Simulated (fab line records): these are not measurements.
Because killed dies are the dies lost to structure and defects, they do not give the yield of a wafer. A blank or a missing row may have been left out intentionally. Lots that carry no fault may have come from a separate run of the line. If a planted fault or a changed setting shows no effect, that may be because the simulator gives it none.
fab line records    flow gf180mcu
record lots=13  wafers=39  lastDay=34
route steps=602 shown HV_LDD@213 NSD@241 SALICIDE@286
lots that met no fault: from a run of the same line without faults
startH: the number of hours between the record's first day and the start of the first shown wafer of the lot    waitH: how many hours have passed since the lot's step before this one    " the same as in the row above    L1.1+2: one row covering several wafers at once    - no value present, or no start provided    * or withheld: withheld    < > ~ a bound
route shown NAME@n: NAME is a module with steps in the file, n the number in the route of the first one    usual: mean/standard deviation of fault-free wafers    same: alike in all rows    chamber/n: place in a boat    sites: each site's reading    _std_site: standard deviation across them    _edge_site: inner sites' mean taken away from outer sites' mean    radiusMm: for every site, how far away it sits from the centre of the wafer    mask NAME#n: copy n    behind: the most recent tool/chamber to have shaped the wafer    hold: why the lot was held/for how many hours/how that ended    device: whichever transistor did not switch (one of n, p or np)    end of line: the same wafers' tests at the end of the route    a step given without rows: its recipe and nothing more    killed: count of dies lost to structure and defects at first sort (not the wafer's yield)    map: a wafer's dies, marking killed ones x, the rest . and places with no die _
set.NAME: the run value of the setting; set.NAME@STEP: its run value at that earlier step    model.NAME: the simulator's own value behind a step, which no gauge read
one table for each step of the route and one row for each wafer, over a sample of lots
services: a tool's chamber out of use, with start hour (startH, from the record's first day; less than 0 if before it), hours out, and reason
## steps
# step GF_HV_LDD_STRIP_37
# recipe chemistry=O2/N2  powerW=1400  pressureMtorr=1500  platenTempC=250  o2FlowSccm=3000  n2FlowSccm=300  overashFraction=0.5
# usual drypumpMotorCurrentA=6.0/0.5  heaterPowerW=330/15  oesProductAu=0.716/0.0043  platenTempC=250.00/0.16  stripTimeToEndpointS=12.63/0.042
lot.wafer  tool            chamber  startH  waitH  drypumpMotorCurrentA  heaterPowerW  oesProductAu  platenTempC  rfHoursCounterH  stripTimeToEndpointS
L669.3     plasmaAsher-03  1        265.85  0.1    6.5                   347           0.716         250.10       -                12.60
L669.4     "               0        "       "      5.3                   321           0.718         250.24       -                12.67
L669.6     "               0        "       "      5.3                   319           0.715         250.23       -                12.68
L670.2     plasmaAsher-01  1        266.25  0.1    5.6                   318           0.720         250.19       60               12.74
L670.3     "               0        "       "      6.4                   341           0.723         249.95       -                12.68
L670.6     "               0        "       "      6.4                   340           0.711         250.00       -                12.69
L673.1     plasmaAsher-03  1        290.52  0.1    6.4                   338           0.708         250.18       53               12.64
L673.3     "               0        "       "      5.3                   323           0.721         249.68       -                12.64
L673.4     "               1        "       "      6.4                   343           0.714         250.40       -                12.64
L675.2     plasmaAsher-01  0        303.55  0.1    6.4                   342           0.709         250.03       64               12.65
L675.5     "               0        "       "      6.3                   336           0.712         250.02       -                12.64
L675.6     "               1        "       "      5.6                   322           0.713         250.00       -                12.62
L676.1     plasmaAsher-01  0        315.85  0.1    6.4                   345           0.717         249.92       66               12.64
L676.2     "               1        "       "      5.6                   320           0.720         250.06       66               12.65
L676.5     "               1        "       "      5.6                   325           0.719         249.82       -                12.63
L677.2     plasmaAsher-01  0        318.62  0.1    6.4                   327           0.714         250.17       66               12.60
L677.4     "               1        "       "      5.6                   315           0.718         250.05       -                12.64
L677.5     "               1        "       "      5.6                   309           0.711         250.01       -                12.59
L678.1     plasmaAsher-02  1        331.80  0.1    6.3                   355           0.719         250.14       19               12.69
L678.2     "               0        "       "      6.7                   318           0.722         250.04       19               12.70
L678.4     "               1        "       "      6.3                   361           0.727         250.17       -                12.68
L679.1     plasmaAsher-03  0        336.84  0.1    5.3                   323           0.713         249.85       56               12.62
L679.2     "               1        "       "      6.5                   335           0.711         250.10       56               12.62
L679.6     "               0        "       "      5.3                   317           0.714         250.02       -                12.60
L680.1     plasmaAsher-03  0        346.94  0.1    5.3                   313           0.718         250.26       57               12.55
L680.3     "               0        "       "      5.3                   316           0.717         249.99       -                12.61
L680.6     "               1        "       "      6.4                   351           0.713         250.19       -                12.60
L686.3     plasmaAsher-03  1        393.13  0.1    6.4                   341           0.719         249.75       -                12.63
L686.5     "               1        "       "      6.4                   337           0.702         250.09       -                12.59
L686.6     "               0        "       "      5.3                   314           0.720         250.30       -                12.57
L688.2     plasmaAsher-02  1        415.72  0.1    6.3                   363           0.715         249.93       28               12.62
L688.3     "               0        "       "      6.7                   314           0.720         250.11       -                12.62
L688.6     "               1        "       "      6.3                   367           0.713         249.95       -                12.65
L689.3     plasmaAsher-03  1        419.88  0.1    6.4                   336           0.716         249.82       -                12.69
L689.5     "               0        "       "      5.3                   317           0.712         249.88       -                12.69
L689.6     "               1        "       "      6.4                   343           0.714         249.99       -                12.66
L691.3     plasmaAsher-01  0        441.98  0.1    6.3                   326           0.715         249.87       -                12.58
L691.4     "               1        "       "      5.6                   317           0.718         250.04       -                12.65
L691.6     "               1        "       "      5.6                   320           0.719         249.96       -                12.62
# step GF_HV_LDD_THK_MEAS_57
# recipe reads=Si3N4_of_HV_LDD_CVD_56
# usual HV_LDD_CVD_56_THK=90.3/0.79
lot.wafer  tool          chamber  startH  waitH  HV_LDD_CVD_56_THK[nm]
L669.3     filmMetro-02  -        288.19  0.0    91.1
L669.4     "             -        "       "      91.2
L669.6     "             -        "       "      91.5
L670.2     filmMetro-01  -        289.21  0.0    91.2
L670.3     "             -        "       "      92.2
L670.6     "             -        "       "      91.3
L673.1     filmMetro-04  -        314.13  0.0    89.6
L673.3     "             -        "       "      89.1
L673.4     "             -        "       "      89.3
L675.2     filmMetro-04  -        327.36  0.0    90.9
L675.5     "             -        "       "      90.8
L675.6     "             -        "       "      91.1
L676.1     filmMetro-04  -        339.60  0.0    90.3
L676.2     "             -        "       "      89.7
L676.5     "             -        "       "      90.3
L677.2     filmMetro-04  -        342.92  0.0    90.0
L677.4     "             -        "       "      89.6
L677.5     "             -        "       "      90.0
L678.1     filmMetro-02  -        356.55  0.0    90.5
L678.2     "             -        "       "      90.3
L678.4     "             -        "       "      90.8
L679.1     filmMetro-01  -        361.45  0.0    91.0
L679.2     "             -        "       "      90.3
L679.6     "             -        "       "      90.4
L680.1     filmMetro-02  -        371.48  0.0    90.4
L680.3     "             -        "       "      90.6
L680.6     "             -        "       "      89.6
L686.3     filmMetro-02  -        418.33  0.0    90.4
L686.5     "             -        "       "      89.5
L686.6     "             -        "       "      89.2
L688.2     filmMetro-02  -        443.01  0.0    89.6
L688.3     "             -        "       "      89.9
L688.6     "             -        "       "      90.1
L689.3     filmMetro-01  -        447.32  0.0    90.4
L689.5     "             -        "       "      89.6
L689.6     "             -        "       "      89.7
L691.3     filmMetro-01  -        469.59  0.0    89.9
L691.4     "             -        "       "      90.5
L691.6     "             -        "       "      90.4
# step GF_NSD_DEVELOP_06
# recipe developTimeS=60  devTempC=23
# usual exhaustPa=45.1/0.88
lot.wafer  tool           chamber  startH  waitH  exhaustPa
L669.3     lithoTrack-04  0        308.36  0.1    44.4
L669.4     "              0        "       "      43.0
L669.6     "              0        "       "      45.3
L670.2     lithoTrack-02  0        309.61  0.1    46.5
L670.3     "              0        "       "      46.2
L670.6     "              0        "       "      44.6
L673.1     lithoTrack-01  0        334.74  0.1    44.0
L673.3     "              0        "       "      43.8
L673.4     "              0        "       "      45.1
L675.2     lithoTrack-04  0        347.84  0.1    44.4
L675.5     "              0        "       "      44.9
L675.6     "              0        "       "      45.0
L676.1     lithoTrack-02  0        361.09  0.1    45.8
L676.2     "              0        "       "      46.1
L676.5     "              0        "       "      43.8
L677.2     lithoTrack-02  0        364.31  0.1    43.8
L677.4     "              0        "       "      44.4
L677.5     "              0        "       "      44.2
L678.1     lithoTrack-02  0        377.99  0.1    46.8
L678.2     "              0        "       "      45.7
L678.4     "              0        "       "      45.9
L679.1     lithoTrack-01  0        382.54  0.1    43.5
L679.2     "              0        "       "      45.0
L679.6     "              0        "       "      42.4
L680.1     lithoTrack-02  0        393.19  0.1    45.5
L680.3     "              0        "       "      45.8
L680.6     "              0        "       "      44.9
L686.3     lithoTrack-01  0        442.34  0.1    44.5
L686.5     "              0        "       "      45.0
L686.6     "              0        "       "      45.4
L688.2     lithoTrack-02  0        467.11  0.1    45.6
L688.3     "              0        "       "      45.8
L688.6     "              0        "       "      46.0
L689.3     lithoTrack-01  0        471.24  0.1    46.4
L689.5     "              0        "       "      45.4
L689.6     "              0        "       "      44.8
L691.3     lithoTrack-04  0        493.61  0.1    44.9
L691.4     "              0        "       "      45.1
L691.6     "              0        "       "      45.9
# step GF_NSD_CD_MEAS_07
# recipe targetCdNm=400
# usual cdNm=400.0/2.6
lot.wafer  tool      chamber  startH  waitH  cdNm
L669.3     cdSem-02  -        308.50  0.1    395.7
L669.4     "         -        "       "      398.6
L669.6     "         -        "       "      398.9
L670.2     cdSem-01  -        309.76  0.1    398.4
L670.3     "         -        "       "      398.1
L670.6     "         -        "       "      398.6
L673.1     cdSem-02  -        334.89  0.1    399.2
L673.3     "         -        "       "      401.0
L673.4     "         -        "       "      400.2
L675.2     cdSem-02  -        347.98  0.1    395.9
L675.5     "         -        "       "      396.4
L675.6     "         -        "       "      395.2
L676.1     cdSem-02  -        361.26  0.1    397.3
L676.2     "         -        "       "      397.0
L676.5     "         -        "       "      399.0
L677.2     cdSem-01  -        364.46  0.1    400.0
L677.4     "         -        "       "      399.6
L677.5     "         -        "       "      397.3
L678.1     cdSem-01  -        378.14  0.1    263.7
L678.2     "         -        "       "      398.8
L678.4     "         -        "       "      398.8
L679.1     cdSem-02  -        382.69  0.1    398.5
L679.2     "         -        "       "      397.4
L679.6     "         -        "       "      399.2
L680.1     cdSem-02  -        393.34  0.1    268.1
L680.3     "         -        "       "      265.9
L680.6     "         -        "       "      401.5
L686.3     cdSem-01  -        442.48  0.1    399.0
L686.5     "         -        "       "      399.5
L686.6     "         -        "       "      400.0
L688.2     cdSem-02  -        467.26  0.1    405.2
L688.3     "         -        "       "      403.3
L688.6     "         -        "       "      400.9
L689.3     cdSem-02  -        471.38  0.1    406.0
L689.5     "         -        "       "      404.2
L689.6     "         -        "       "      404.2
L691.3     cdSem-01  -        493.75  0.1    400.4
L691.4     "         -        "       "      399.5
L691.6     "         -        "       "      398.6
# step GF_SALICIDE_RTA_08
# recipe tempC=800  timeS=30  ambient=N2
# usual lampPowerPct=14.6/0.76  wafer_temp_C_max=804.4/1.6
lot.wafer  tool          chamber  startH  waitH  lampPowerPct  wafer_temp_C_max
L669.3     rtpAnneal-02  0        351.90  0.0    13.9          802.9
L669.4     "             0        "       "      13.9          802.4
L669.6     "             0        "       "      13.9          803.0
L670.2     rtpAnneal-01  0        354.29  0.0    15.4          805.7
L670.3     "             0        "       "      15.4          804.8
L670.6     "             0        "       "      15.4          806.6
L673.1     rtpAnneal-02  0        380.66  0.0    13.9          803.3
L673.3     "             0        "       "      13.9          802.8
L673.4     "             0        "       "      13.9          803.1
L675.2     rtpAnneal-02  0        392.03  0.0    13.9          802.5
L675.5     "             0        "       "      13.9          802.6
L675.6     "             0        "       "      13.8          802.5
L676.1     rtpAnneal-02  0        407.16  0.0    13.9          803.6
L676.2     "             0        "       "      13.9          803.6
L676.5     "             0        "       "      13.9          802.2
L677.2     rtpAnneal-02  0        410.02  0.0    13.9          802.4
L677.4     "             0        "       "      13.9          803.3
L677.5     "             0        "       "      13.9          803.1
L678.1     rtpAnneal-02  0        424.28  0.0    13.9          803.7
L678.2     "             0        "       "      13.9          802.6
L678.4     "             0        "       "      13.9          804.8
L679.1     rtpAnneal-02  0        428.41  0.0    13.9          802.4
L679.2     "             0        "       "      13.9          803.3
L679.6     "             0        "       "      13.9          803.2
L680.1     rtpAnneal-02  0        441.50  0.0    13.9          803.9
L680.3     "             0        "       "      13.9          803.5
L680.6     "             0        "       "      13.9          804.0
L686.3     rtpAnneal-01  0        492.89  0.0    15.4          805.8
L686.5     "             0        "       "      15.4          806.1
L686.6     "             0        "       "      15.4          805.6
L688.2     rtpAnneal-01  0        516.59  0.0    15.4          804.9
L688.3     "             0        "       "      15.4          806.1
L688.6     "             0        "       "      15.4          805.3
L689.3     rtpAnneal-01  0        520.75  0.0    15.4          807.8
L689.5     "             0        "       "      15.4          805.7
L689.6     "             0        "       "      15.4          806.9
L691.3     rtpAnneal-01  0        541.84  0.0    15.4          806.9
L691.4     "             0        "       "      15.4          808.1
L691.6     "             0        "       "      15.4          805.8
## services
tool            chamber  startH  hours  kind
plasmaAsher-02  -        248.36  1.0    repair
plasmaAsher-02  -        249.38  14.6   pm
plasmaAsher-02  -        271.54  22.0   repair
plasmaAsher-03  -        301.28  14.6   pm
plasmaAsher-01  -        421.25  9.0    pm
plasmaAsher-01  0        421.25  9.0    ventCycle
plasmaAsher-01  1        421.25  9.0    ventCycle
plasmaAsher-01  0        430.25  -      clean
plasmaAsher-01  1        430.25  -      clean
plasmaAsher-02  -        436.47  1.9    repair
plasmaAsher-01  -        459.89  1.4    repair
## key
firstSign step=GF_NSD_CD_MEAS_07  reading=cdNm  direction=down  sigmas=52  usual=400.0  struck=265.9
effect none on later readings
metAt GF_NSD_DEVELOP_06
struckLots L678,L680
struckWafers L678.1,L680.1,L680.3
testerLeftOut L678,L680
notActingAt GF_HV_LDD_STRIP_37,GF_HV_LDD_THK_MEAS_57,GF_SALICIDE_RTA_08
onsetBetween 364.31 377.99
fault kind=processParameterDrift  tool=lithoTrack-02  chamber=-  onsetH=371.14  steps=GF_NSD_DEVELOP_06  channel=developTimeS  offset=*  shape=step  endH=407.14  scope=struckWafersOnly  actsIn=*  stated=*
# testerLeftOut: of these lots the tester's yield and bins aren't shown, on N5 and GAA mostly nor the transistor test; their killed dies are dies lost to structure and defects alone, not to doping, threshold or leakage, so they don't give the yield
